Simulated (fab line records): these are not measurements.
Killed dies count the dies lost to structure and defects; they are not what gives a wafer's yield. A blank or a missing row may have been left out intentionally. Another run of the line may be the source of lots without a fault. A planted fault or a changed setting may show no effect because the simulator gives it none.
A struck lot beside a sound one / flow gf180mcu / 14 steps out of a route of 602
Sound: wafers L660.2, L660.4, L660.5. The struck wafers were L672.2, L672.3, L672.5. At the end, the cause is stated.
At each step with rows: each side's tool, then ch and its chambers, then its first start. Under that, the readings that differ: sound wafers / struck wafers / difference of the means / sigmas: that difference in standard deviations of wafers without a fault.
alike: readings with means less than 2 such deviations apart, plus words and numbers identical on both sides. not compared: withheld readings, readings lacking a value on some wafer, bounds such as >300 that could conceal the same value, and numbers that have no deviation in the record and whose values overlap.
The two part at a step that has a row with sigmas, a row that says differs or no value, or rows on one side only. Numbers that don't overlap but have no deviation are shown without sigmas and don't part them. A reading that every wafer of one side lacks parts them only if that side has two wafers or more.

GF_V1_OVL_MEAS_15:
  sound on overlay-02, day 18 05:46; struck on overlay-01, day 22 23:35
  alike: V1_OVL
then, 1 step without rows for these wafers: GF_V1_ETCH_16 (etches BARC in N2/H2).
GF_V1_ETCH_17: etches SiO2 in C4F8/O2/Ar, stops on TiN, target depth 630 nm.
  sound: rie_diel-03 ch 0,1; struck: rie_diel-03 ch 0,2
  alike: oes_product_au
then, 3 steps without rows for these wafers: GF_V1_STRIP_18 (strips in O2/N2); GF_V1_STRIP_19 (strips in post etch residue remover, time 1200 s); GF_V1_CLEAN_20 (cleans in DIW).
GF_V1_SPUTTER_21: material Ti, target thk 15 nm, time 80.02 s.
  sound on pvd_sputter-01, day 18 06:28; struck on pvd_sputter-04, day 23 00:17
  alike: cathode_dc_power_W, chamber_pressure_pa, throttle_valve_pct
then, 1 step without rows for these wafers: GF_V1_SPUTTER_22 (material TiN, target thk 10 nm, time 40 s).
GF_V1_CVD_23: deposits W, target thk 350 nm, time 105.05 s.
  sound on cvd_w-01 ch 0,1, day 18 06:34; struck on cvd_w-02 ch 0, day 23 00:23
  alike: chamber_pressure_Torr, heater_power_outer_w, heater_power_w
GF_V1_RS_MEAS_24: the measuring method here is four-point-probe.
  sound on film_metro-04, day 18 06:42; struck on film_metro-02, day 23 00:31
  alike: V1_W_RS
GF_V1_THK_MEAS_25: measures by xrf.
  sound on film_metro-04, day 18 06:49; struck on film_metro-02, day 23 00:37
  alike: V1_W_THK
GF_V1_CMP_26: polishes, stops on SiO2, t overpolish 15 s, target thk 0 nm.
  sound on cmp-01 ch 0,1, day 18 06:52; struck on cmp-02 ch 1,3, day 23 00:43
  alike: motor_current_A, overpolish_run_s, slurry_filter_dp_kPa, time_to_endpoint_s
GF_M2_SPUTTER_00: material Ti, target thk 37.5 nm, time 150 s.
  sound on pvd_sputter-04, day 18 07:10; struck on pvd_sputter-01, day 23 00:58
  no value came back on the struck wafers for cathode_dc_power_W (W), chamber_pressure_pa (Pa), throttle_valve_pct (%); on the sound wafers cathode_dc_power_W (W) reads 3999.3 3999.5 3999.7
GF_M2_SPUTTER_01: material TiN, target thk 30 nm, time 25 s.
  sound on pvd_sputter-04, day 18 07:16; struck on pvd_sputter-01, day 23 01:04
  alike: cathode_dc_power_W, chamber_pressure_pa, throttle_valve_pct

## WHERE THEY PART
Within this record, at GF_M2_SPUTTER_00 only. Later steps at which nothing parts them and some readings are alike: GF_M2_SPUTTER_01.

WHY: what the simulator had put in
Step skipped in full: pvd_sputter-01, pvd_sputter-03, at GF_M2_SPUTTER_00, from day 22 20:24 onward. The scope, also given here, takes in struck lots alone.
